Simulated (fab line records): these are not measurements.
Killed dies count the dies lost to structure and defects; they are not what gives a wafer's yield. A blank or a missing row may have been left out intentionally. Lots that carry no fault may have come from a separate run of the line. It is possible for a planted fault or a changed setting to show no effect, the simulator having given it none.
Chamber matching	flow gf180mcu	GF_V5_CVD_02 on pecvd-04 has 3 sister chambers
The step deposits SiO2 from TEOS, target thk 1450 nm, time 163.28 s. 6 wafers are shown with their chamber, then 12 later ones without.

EACH WAFER AND ITS CHAMBER
wafer	chamber	heater power w (W)
L088.4	0	692
L089.1	0	702
L089.4	1	674
L090.1	1	688
L090.3	2	513
L090.6	2	439

WAFERS WITH NO CHAMBER GIVEN
wafer	heater power w (W)
L093.1	516
L093.2	644
L093.3	589
L093.4	429
L093.5	716
L093.6	666
L094.1	543
L094.4	617
L094.5	423
L097.1	468
L097.2	747
L097.6	533

EACH ONE'S CHAMBER
wafer	from the rows above	in truth
L093.1	2	2
L093.2	can't be placed: 1 or 0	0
L093.3	can't be placed: 1 or 0 or 2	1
L093.4	2	2
L093.5	can't be placed: 0 or 1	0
L093.6	can't be placed: 1 or 0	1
L094.1	2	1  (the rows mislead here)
L094.4	can't be placed: 1 or 0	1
L094.5	2	2
L097.1	2	2
L097.2	can't be placed: 0 or 1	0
L097.6	2	2
Correctly placed: 5 of 12. Cannot be placed on the basis of these rows: 6; the candidates contain the true chamber in 6. 1 placed wrongly.
How it was worked out, from the rows above alone: a wafer's distance from a chamber is the root of the sum, over the readings, of the square of ((its reading less the chamber's mean) divided by the reading's scatter). The wafer belongs to the nearest chamber; if the next one is less than 2 further off, it can't be placed. The mean given for a chamber averages the wafers shown for that chamber. How the scatter is found: for the shown wafers, subtract from each reading the mean of its chamber, square and add these, divide the total by (wafers less chambers), then take the root.
